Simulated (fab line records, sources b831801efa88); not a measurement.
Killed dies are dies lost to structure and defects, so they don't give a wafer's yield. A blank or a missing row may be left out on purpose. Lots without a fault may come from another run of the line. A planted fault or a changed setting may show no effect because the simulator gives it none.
fab line records | flow gf180mcu | part 2 of 2: steps 25 to 33 of 33
record lots=5 wafers=15 last_day=34
route steps=602 shown STI@29 DNWELL@32 NWELL@42 LVPWELL@54
lots that met no fault: from a run of the same line without faults
start_h: hours from the record's first day to the start of the lot's first wafer shown | wait_h: hours since the lot's step before | " the same as in the row above | L1.1+2: a row that stands for several wafers | - no value, or no start given | * or withheld: withheld | < > ~ a bound
route shown NAME@n: a module of which the file shows steps, and the number in the route of the first | usual: mean/standard deviation of fault-free wafers | same: alike in all rows | chamber/n: place in a boat | sites: the reading at each site | _std_site: their standard deviation | _edge_site: outer sites' mean less inner sites' | radius_mm: how far each site lies from the wafer's centre | mask NAME#n: copy n | behind: the tool/chamber that last shaped the wafer | hold: why the lot was held/for how many hours/how that ended | device: the transistor (n, p or np) that didn't switch | end of line: the same wafers' tests at the end of the route | a step without rows: its recipe alone | killed: dies lost to structure and defects at the first sort, not the wafer's yield | map: a wafer's dies, x killed, . not, _ none there
set.NAME: the setting as run; set.NAME@STEP: as run at that earlier step | model.NAME: the simulator's own value behind a step, which no gauge read
lots at some steps of the route; a table a step, a row a wafer
services: from which hour (start_h, from the record's first day; less than 0 if before it) a tool's chamber was out of use, for how many hours, and why
## steps
# step GF_NWELL_TW_MEAS_11
# usual NWELL_TW=1580/12
# columns lot.wafer tool chamber start_h wait_h NWELL_TW
L074.2 film_metro-03 - 56.30 0.1 1573
L074.3 " - " " 1572
L074.6 " - " " 1585
L076.2 film_metro-03 - 69.44 0.1 1581
L076.4 " - " " 1578
L076.6 " - " " 1575
L077.1 film_metro-04 - 75.18 0.1 1598
L077.4 " - " " 1595
L077.6 " - " " 1599
L092.2 film_metro-03 - 153.70 0.1 1569
L092.4 " - " " 1572
L092.5 " - " " 1572
L095.2 film_metro-04 - 172.19 0.1 1592
L095.3 " - " " 1585
L095.4 " - " " 1595
# step GF_LVPWELL_DEHYDRATE_00
# recipe temp_c=200 time_s=60
# usual exhaust_pa=45.0/0.87 plate_temp_C=200.00/0.15 resist_line_temp_C=22.99/0.099
# same time_s=60
# columns lot.wafer tool chamber start_h wait_h exhaust_pa plate_temp_C resist_line_temp_C
L074.2 litho_track-01 0 61.97 5.7 45.0 200.06 22.76
L074.3 " 0 " " 45.1 200.06 22.92
L074.6 " 0 " " 45.2 200.04 22.96
L076.2 litho_track-01 0 75.72 6.3 45.6 199.97 23.02
L076.4 " 0 " " 45.0 199.92 22.86
L076.6 " 0 " " 44.2 199.73 22.95
L077.1 litho_track-01 0 81.09 5.9 43.9 200.19 23.00
L077.4 " 0 " " 44.4 200.15 22.89
L077.6 " 0 " " 44.7 200.04 23.03
L092.2 litho_track-04 0 160.71 7.0 46.7 200.12 22.94
L092.4 " 0 " " 44.9 200.15 22.94
L092.5 " 0 " " 45.5 199.97 22.96
L095.2 litho_track-01 0 179.87 7.7 45.6 199.67 23.17
L095.3 " 0 " " 45.6 199.87 22.87
L095.4 " 0 " " 45.3 199.91 22.94
# step GF_LVPWELL_HMDS_01
# recipe prime_time_s=60 prime_temp_c=120
# usual exhaust_pa=45.1/0.86 resist_line_temp_C=23.01/0.1
# columns lot.wafer tool chamber start_h wait_h exhaust_pa resist_line_temp_C
L074.2 litho_track-01 0 62.12 0.1 45.9 22.89
L074.3 " 0 " " 46.2 22.82
L074.6 " 0 " " 46.5 22.92
L076.2 litho_track-01 0 75.87 0.1 46.4 23.23
L076.4 " 0 " " 44.1 23.07
L076.6 " 0 " " 45.4 23.00
L077.1 litho_track-01 0 81.24 0.1 44.3 23.08
L077.4 " 0 " " 45.2 22.99
L077.6 " 0 " " 44.9 23.04
L092.2 litho_track-04 0 160.86 0.1 44.1 22.95
L092.4 " 0 " " 45.2 23.03
L092.5 " 0 " " 45.1 23.09
L095.2 litho_track-01 0 180.02 0.1 45.3 23.02
L095.3 " 0 " " 45.5 23.15
L095.4 " 0 " " 45.2 22.99
# step GF_LVPWELL_COAT_02
# recipe spin_rpm=2000 resist_thk_nm=3000
# usual exhaust_pa=45.4/0.93 resist_line_temp_C=23.02/0.11
# columns lot.wafer tool chamber start_h wait_h exhaust_pa resist_line_temp_C
L074.2 litho_track-01 0 62.27 0.1 45.6 23.09
L074.3 " 0 " " 44.4 22.93
L074.6 " 0 " " 45.0 22.99
L076.2 litho_track-01 0 76.02 0.1 45.6 23.06
L076.4 " 0 " " 43.8 23.12
L076.6 " 0 " " 46.4 23.03
L077.1 litho_track-01 0 81.39 0.1 47.5 22.95
L077.4 " 0 " " 45.1 22.92
L077.6 " 0 " " 47.5 22.96
L092.2 litho_track-04 0 161.01 0.1 45.3 23.11
L092.4 " 0 " " 45.5 23.07
L092.5 " 0 " " 44.6 23.19
L095.2 litho_track-01 0 180.17 0.1 45.3 22.89
L095.3 " 0 " " 45.9 23.09
L095.4 " 0 " " 45.7 22.89
# step GF_LVPWELL_SOFTBAKE_03
# recipe temp_c=110 time_s=withheld
# usual exhaust_pa=45.0/0.95 plate_temp_C=110.01/0.14 resist_line_temp_C=23.01/0.1
# columns lot.wafer tool chamber start_h wait_h exhaust_pa plate_temp_C resist_line_temp_C
L074.2 litho_track-01 0 62.43 0.1 45.2 109.80 22.85
L074.3 " 0 " " 44.5 109.98 22.99
L074.6 " 0 " " 45.6 109.86 22.86
L076.2 litho_track-01 0 76.18 0.1 44.9 109.82 22.92
L076.4 " 0 " " 46.3 110.01 23.09
L076.6 " 0 " " 45.5 109.91 22.96
L077.1 litho_track-01 0 81.54 0.1 46.4 109.98 22.98
L077.4 " 0 " " 45.7 110.06 23.17
L077.6 " 0 " " 44.2 110.17 23.03
L092.2 litho_track-04 0 161.17 0.1 44.7 109.96 23.02
L092.4 " 0 " " 44.6 109.93 23.12
L092.5 " 0 " " 41.9 110.01 22.98
L095.2 litho_track-01 0 180.32 0.1 44.7 109.83 22.98
L095.3 " 0 " " 44.6 109.99 22.99
L095.4 " 0 " " 45.1 109.71 22.98
# step GF_LVPWELL_EXPOSE_04
# recipe mask_id=LVPWELL target_cd_nm=600 na=0.6 source_shape=conventional sigma_outer=0.6 dose_mj=260
# columns lot.wafer tool chamber start_h wait_h mask
L074.2+3+6 iline_stepper-01 0 - - LVPWELL#0
L076.2+4+6 iline_stepper-02 0 - - LVPWELL#0
L077.1+4+6 iline_stepper-01 0 - - LVPWELL#0
L092.2+4+5 iline_stepper-01 0 - - LVPWELL#0
L095.2+3+4 iline_stepper-02 0 - - LVPWELL#0
# step GF_LVPWELL_PEB_05
# recipe temp_c=115 time_s=withheld
# usual exhaust_pa=44.9/0.96 plate_temp_C=115.01/0.13 resist_line_temp_C=23.02/0.089
# columns lot.wafer tool chamber start_h wait_h exhaust_pa plate_temp_C resist_line_temp_C
L074.2 litho_track-04 0 - - 45.3 114.68 23.06
L074.3 " 0 " " 45.6 114.97 22.97
L074.6 " 0 " " 44.5 114.99 23.02
L076.2 litho_track-04 0 - - 43.5 115.09 22.99
L076.4 " 0 " " 44.7 115.14 23.07
L076.6 " 0 " " 44.4 115.05 23.10
L077.1 litho_track-04 0 - - 43.6 114.92 23.05
L077.4 " 0 " " 44.5 115.07 22.84
L077.6 " 0 " " 43.4 115.15 23.00
L092.2 litho_track-04 0 - - 46.9 115.23 23.03
L092.4 " 0 " " 46.7 115.03 23.06
L092.5 " 0 " " 47.3 114.96 22.99
L095.2 litho_track-02 0 - - 44.8 114.94 22.91
L095.3 " 0 " " 45.5 114.97 22.90
L095.4 " 0 " " 45.1 114.79 22.95
# step GF_LVPWELL_DEVELOP_06
# recipe wall_angle_deg=90 develop_time_s=60 dev_temp_c=23
# usual exhaust_pa=45.0/0.93 resist_line_temp_C=23.02/0.099
# columns lot.wafer tool chamber start_h wait_h exhaust_pa resist_line_temp_C
L074.2 litho_track-04 0 - - 46.0 22.98
L074.3 " 0 " " 46.3 22.97
L074.6 " 0 " " 45.9 22.92
L076.2 litho_track-04 0 - - 45.3 22.80
L076.4 " 0 " " 45.2 22.91
L076.6 " 0 " " 44.4 23.10
L077.1 litho_track-04 0 - - 45.8 23.13
L077.4 " 0 " " 44.7 23.10
L077.6 " 0 " " 46.1 23.05
L092.2 litho_track-04 0 - - 43.9 23.09
L092.4 " 0 " " 44.3 23.13
L092.5 " 0 " " 45.8 23.13
L095.2 litho_track-02 0 - - 45.4 22.86
L095.3 " 0 " " 44.7 22.95
L095.4 " 0 " " 44.8 23.00
# step GF_LVPWELL_OVL_MEAS_07
# usual LVPWELL_OVL=-0.7/1.4
# columns lot.wafer tool chamber start_h wait_h LVPWELL_OVL[nm]
L074.2 overlay-01 - 69.34 - -0.2
L074.3 " - " " -1.5
L074.6 " - " " -0.9
L076.2 overlay-02 - 82.99 - 1.2
L076.4 " - " " -0.3
L076.6 " - " " 0.1
L077.1 overlay-02 - 88.04 - -0.6
L077.4 " - " " -1.9
L077.6 " - " " -1.6
L092.2 overlay-01 - 169.54 - 0.4
L092.4 " - " " -1.1
L092.5 " - " " -1.5
L095.2 overlay-02 - 188.60 - -0.6
L095.3 " - " " -0.7
L095.4 " - " " 0.4
## services
# columns tool chamber start_h hours kind
plasma_asher-04 - 6.90 2.8 pm
implanter-01 - 13.19 1.3 repair
iline_stepper-01 - 30.50 5.4 repair
plasma_asher-01 - 30.68 3.9 repair
iline_stepper-02 - 35.88 2.1 pm
furnace-02 - 38.05 4.8 pm
implanter-01 - 57.68 3.1 repair
implanter-04 - 60.07 4.0 repair
furnace-02 - 85.01 2.9 pm
iline_stepper-02 - 91.11 1.7 pm
plasma_asher-04 - 99.45 0.5 repair
plasma_asher-02 - 108.75 9.0 pm
plasma_asher-02 - 114.79 4.6 repair
plasma_asher-02 - 124.48 2.1 repair
plasma_asher-01 - 137.54 15.6 pm
plasma_asher-04 - 154.96 24.9 repair
iline_stepper-02 - 156.96 4.0 repair
wet_bench-02 - 168.70 5.8 repair
furnace-02 - 169.52 6.2 pm
implanter-04 - 174.74 4.8 pm
furnace-01 - 176.84 3.1 pm
implanter-02 - 177.55 5.1 pm
plasma_asher-04 - 179.90 15.6 pm
implanter-04 - 181.69 2.8 repair
